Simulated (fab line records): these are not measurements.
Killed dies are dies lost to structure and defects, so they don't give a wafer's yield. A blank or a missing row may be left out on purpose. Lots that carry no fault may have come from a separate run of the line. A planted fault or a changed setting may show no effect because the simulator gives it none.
Lot-split experiment	flow gf180mcu	23 wafers read from 5 lots, route of 602 steps

ON THE SPLIT
At GF_HV_LDD_CVD_56 (deposits Si3N4 from DCS/NH3, target thk 90 nm, time 1543 s), the setting time-s was moved away from the recipe's 1543 s on 15 of the 23 wafers read, by -11.0% to +9.1%. The other wafers ran this setting at the recipe's value.

SPLIT TO READING: what lies between them in the file, 1 step
- GF_HV_LDD_THK_MEAS_57

THE READING
oes-product-au, in a.u., at GF_HV_LDD_ETCHBACK_58 (etches Si3N4 in CH3F/O2, stops on SiO2, time 100 s, target depth 90 nm). A value of 0.848 a.u. with a standard deviation of 0.0054 a.u. is what fault-free wafers of this fab line usually give.

wafer	tool, chamber at the split	time-s as run, s	against the recipe	oes-product-au, a.u.	against lot-mates on the recipe
L074.2	lpcvd-02, 0	1543	recipe	0.847	-
L074.4	lpcvd-02, 0	1543	recipe	0.848	-
L074.6	lpcvd-02, 0	1543	recipe	0.851	-
L076.1	-, -	1683	+9.1%	0.887	no lot-mate on the recipe
L076.2	-, -	1683	+9.1%	0.891	no lot-mate on the recipe
L076.3	-, -	1683	+9.1%	0.894	no lot-mate on the recipe
L076.5	-, -	1683	+9.1%	0.894	no lot-mate on the recipe
L076.6	-, -	1683	+9.1%	0.891	no lot-mate on the recipe
L077.1	-, -	1373	-11.0%	0.807	no lot-mate on the recipe
L077.3	-, -	1373	-11.0%	0.795	no lot-mate on the recipe
L077.4	-, -	1373	-11.0%	0.797	no lot-mate on the recipe
L077.5	-, -	1373	-11.0%	0.787	no lot-mate on the recipe
L077.6	-, -	1373	-11.0%	0.792	no lot-mate on the recipe
L081.2	-, -	1543	recipe	0.849	-
L081.3	-, -	1543	recipe	0.835	-
L081.4	-, -	1543	recipe	0.841	-
L081.5	-, -	1543	recipe	0.846	-
L081.6	-, -	1543	recipe	0.850	-
L084.1	-, -	1613	+4.5%	0.861	no lot-mate on the recipe
L084.2	-, -	1613	+4.5%	0.866	no lot-mate on the recipe
L084.3	-, -	1613	+4.5%	0.861	no lot-mate on the recipe
L084.4	-, -	1613	+4.5%	0.873	no lot-mate on the recipe
L084.5	-, -	1613	+4.5%	0.859	no lot-mate on the recipe

THE FIT
A straight line over all 23 wafers: oes-product-au changes by +0.00467 a.u. for each +1% of time-s; r = +0.99; the points scatter about the line by 0.0057 a.u.
Too few moved wafers have a lot-mate on the recipe to fit a line with each lot's own level taken away.

THE WHOLE CHAIN: every reading that the file lists as answering this split, in the file's order
step	what it does	reading	change (the file's fit)	r (the file's)
GF_HV_LDD_CVD_56	deposits Si3N4 from DCS/NH3, target thk 90 nm, time 1543 s	Si3N4_of_HV_LDD_CVD_56.thk-nm (the simulator's own value, which no gauge read)	+0.912 nm for each +1% of the setting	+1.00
GF_HV_LDD_THK_MEAS_57		HV_LDD_CVD_56_THK	+0.914 for each +1% of the setting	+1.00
GF_HV_LDD_ETCHBACK_58	etches Si3N4 in CH3F/O2, stops on SiO2, time 100 s, target depth 90 nm	oes-product-au	+0.00466 a.u. for each +1% of the setting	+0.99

FILE'S OWN FIT
oes-product-au changes by +0.00466 a.u. for each +1% of time-s, r = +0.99.
